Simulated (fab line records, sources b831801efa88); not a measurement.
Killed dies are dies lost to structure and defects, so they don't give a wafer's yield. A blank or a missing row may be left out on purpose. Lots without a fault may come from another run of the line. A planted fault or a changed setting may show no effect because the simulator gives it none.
Which tool did it? | flow gf180mcu | 13 lots, 39 wafers sampled, at 4 steps of a route of 602

WHAT THE GAUGES READ, wafer by wafer
GF_M1_RS_MEAS_05: measures by four-point-probe.
lot  | measured     | on            | M1_ALCU_RS (ohm/sq)
L501 | day 16 04:00 | film_metro-02 | 0.0684 0.0691 0.0692
L502 | day 16 22:00 | film_metro-02 | 0.0709 0.0713 0.0714
L504 | day 17 14:31 | film_metro-04 | 0.0677 0.0697 0.0679
L505 | day 17 20:17 | film_metro-03 | 0.0693 0.0698 0.0695
L507 | day 18 15:51 | film_metro-03 | 0.0693 0.0707 0.0690
L509 | day 19 21:22 | film_metro-03 | 0.0684 0.0711 0.0710
L510 | day 19 21:51 | film_metro-03 | 0.0684 0.0687 0.0676
L511 | day 20 08:52 | film_metro-02 | 0.0688 0.0685 0.0710
L513 | day 21 02:20 | film_metro-02 | 0.0677 0.0683 0.0681
L514 | day 21 11:20 | film_metro-02 | 0.0680 0.0687 0.0687
L515 | day 21 19:50 | film_metro-02 | 0.0706 0.0703 0.0702
L516 | day 22 00:14 | film_metro-04 | 0.0696 0.0708 0.0709
L517 | day 22 10:26 | film_metro-03 | 0.0701 0.0714 0.0698

WHICH TOOL RAN EACH LOT (tool, then ch and the chambers of the sampled wafers, then the start)
lot  | GF_CONTACT_CMP_04             | GF_M1_SPUTTER_00             | GF_M1_SPUTTER_01
L501 | cmp-01 ch 1,3, day 15 03:50   | pvd_sputter-02, day 16 03:44 | pvd_sputter-02, day 16 03:51
L502 | cmp-02 ch 0,1, day 15 21:13   | pvd_sputter-04, day 16 21:47 | pvd_sputter-04, day 16 21:53
L504 | cmp-02 ch 0,2,3, day 16 13:22 | pvd_sputter-01, day 17 14:16 | pvd_sputter-01, day 17 14:22
L505 | cmp-02 ch 0,1,3, day 16 18:51 | pvd_sputter-01, day 17 20:04 | pvd_sputter-01, day 17 20:10
L507 | cmp-01 ch 1,2,3, day 17 13:41 | pvd_sputter-01, day 18 15:38 | pvd_sputter-01, day 18 15:44
L509 | cmp-01 ch 2,3, day 18 18:14   | pvd_sputter-04, day 19 21:05 | pvd_sputter-04, day 19 21:11
L510 | cmp-02 ch 2,3, day 18 18:28   | pvd_sputter-01, day 19 21:34 | pvd_sputter-01, day 19 21:40
L511 | cmp-02 ch 1,2,3, day 19 03:34 | pvd_sputter-04, day 20 08:35 | pvd_sputter-04, day 20 08:41
L513 | cmp-02 ch 2,3, day 20 00:18   | pvd_sputter-02, day 21 02:07 | pvd_sputter-02, day 21 02:13
L514 | cmp-01 ch 0,2,3, day 20 09:11 | pvd_sputter-01, day 21 11:07 | pvd_sputter-01, day 21 11:13
L515 | cmp-02 ch 1,2,3, day 20 17:33 | pvd_sputter-01, day 21 19:36 | pvd_sputter-01, day 21 19:42
L516 | cmp-01 ch 0,1,3, day 20 22:21 | pvd_sputter-01, day 22 00:01 | pvd_sputter-01, day 22 00:07
L517 | cmp-02 ch 1,2,3, day 21 09:05 | pvd_sputter-01, day 22 10:13 | pvd_sputter-01, day 22 10:19
- GF_CONTACT_CMP_04: polishes SiO2.
- GF_M1_SPUTTER_00: material Ti, target thk 37.5 nm, time 150 s.
- GF_M1_SPUTTER_01: material TiN, target thk 30 nm, time 25 s.

WHAT THE TOOLS THEMSELVES READ (means of the sampled wafers that have a number; where no wafer has one, the mark that the record gives instead)
GF_CONTACT_CMP_04.
lot  | tool   | motor_current_A (A) | time_to_endpoint_s (s)
L501 | cmp-01 | 11.2                | 115
L502 | cmp-02 | 11.6                | 117
L504 | cmp-02 | 12.9                | 112
L505 | cmp-02 | 11.9                | 116
L507 | cmp-01 | 11.9                | 108
L509 | cmp-01 | 11.6                | 122
L510 | cmp-02 | 11.4                | 119
L511 | cmp-02 | 11.2                | 115
L513 | cmp-02 | 11.8                | 110
L514 | cmp-01 | 12.3                | 107
L515 | cmp-02 | 11.1                | 109
L516 | cmp-01 | 11.9                | 116
L517 | cmp-02 | 11.7                | 116

GF_M1_SPUTTER_00.
lot  | tool           | cathode_dc_power_W (W) | throttle_valve_pct (%)
L501 | pvd_sputter-02 | 4000.3                 | 29.3
L502 | pvd_sputter-04 | 3999.9                 | 29.5
L504 | pvd_sputter-01 | 3999.4                 | 30.6
L505 | pvd_sputter-01 | 4000.4                 | 29.9
L507 | pvd_sputter-01 | 3999.3                 | 30.6
L509 | pvd_sputter-04 | 4000.2                 | 30.2
L510 | pvd_sputter-01 | 4000.3                 | 30.8
L511 | pvd_sputter-04 | 4000.4                 | 30.1
L513 | pvd_sputter-02 | 3999.7                 | 28.7
L514 | pvd_sputter-01 | 4001.3                 | 30.0
L515 | pvd_sputter-01 | 3998.9                 | 30.0
L516 | pvd_sputter-01 | 3999.8                 | 30.0
L517 | pvd_sputter-01 | 3999.4                 | 30.6

GF_M1_SPUTTER_01.
lot  | tool           | cathode_dc_power_W (W) | throttle_valve_pct (%)
L501 | pvd_sputter-02 | 6499.9                 | 29.4
L502 | pvd_sputter-04 | 6500.2                 | 29.3
L504 | pvd_sputter-01 | 6499.0                 | 30.6
L505 | pvd_sputter-01 | 6499.7                 | 29.8
L507 | pvd_sputter-01 | 6500.6                 | 30.6
L509 | pvd_sputter-04 | 6499.7                 | 30.2
L510 | pvd_sputter-01 | 6501.0                 | 30.9
L511 | pvd_sputter-04 | 6499.4                 | 30.1
L513 | pvd_sputter-02 | 6500.3                 | 28.9
L514 | pvd_sputter-01 | 6500.3                 | 30.1
L515 | pvd_sputter-01 | 6499.6                 | 29.9
L516 | pvd_sputter-01 | 6301.0                 | 30.1
L517 | pvd_sputter-01 | 6299.5                 | 30.5

THE ANSWER, worked out from the rows above alone
Rule: what is usual is taken from the lots themselves. Put in order of their means at a reading, lots are off if they are a third of the lots or fewer, leave a main group of 4 or more, and stand apart from it by a gap of 3 or more times the standard deviation of the main group's means; of several such gaps the widest counts. A main group whose means are all the same, to the digits that the tables above print for the reading, isn't used. A lot without any number at a reading at which 4 lots or more have one is off too. The other lots that the step has rows for count as sound. The gauges are gone through in route order, then the tools' own readings, and for those a lot's mean is taken as printed above. The first step at which some lot is off is used, and at that step the reading that is off furthest; a lot without a number counts as furthest.
Off: L516, L517, at GF_M1_SPUTTER_01 (cathode_dc_power_W). The main group: mean 6500.0 W, standard deviation 0.55.
A tool fits if, at that step or a process step before it, it ran every lot that is off, and no sound lot after the first of them. One fits: pvd_sputter-01 at GF_M1_SPUTTER_00 and GF_M1_SPUTTER_01. At GF_M1_SPUTTER_00 its last sound lot is L515 (day 21 19:36), its first lot that is off L516 (day 22 00:01): a fault that began between those two fits.

WHAT THE SIMULATOR HAD PUT IN
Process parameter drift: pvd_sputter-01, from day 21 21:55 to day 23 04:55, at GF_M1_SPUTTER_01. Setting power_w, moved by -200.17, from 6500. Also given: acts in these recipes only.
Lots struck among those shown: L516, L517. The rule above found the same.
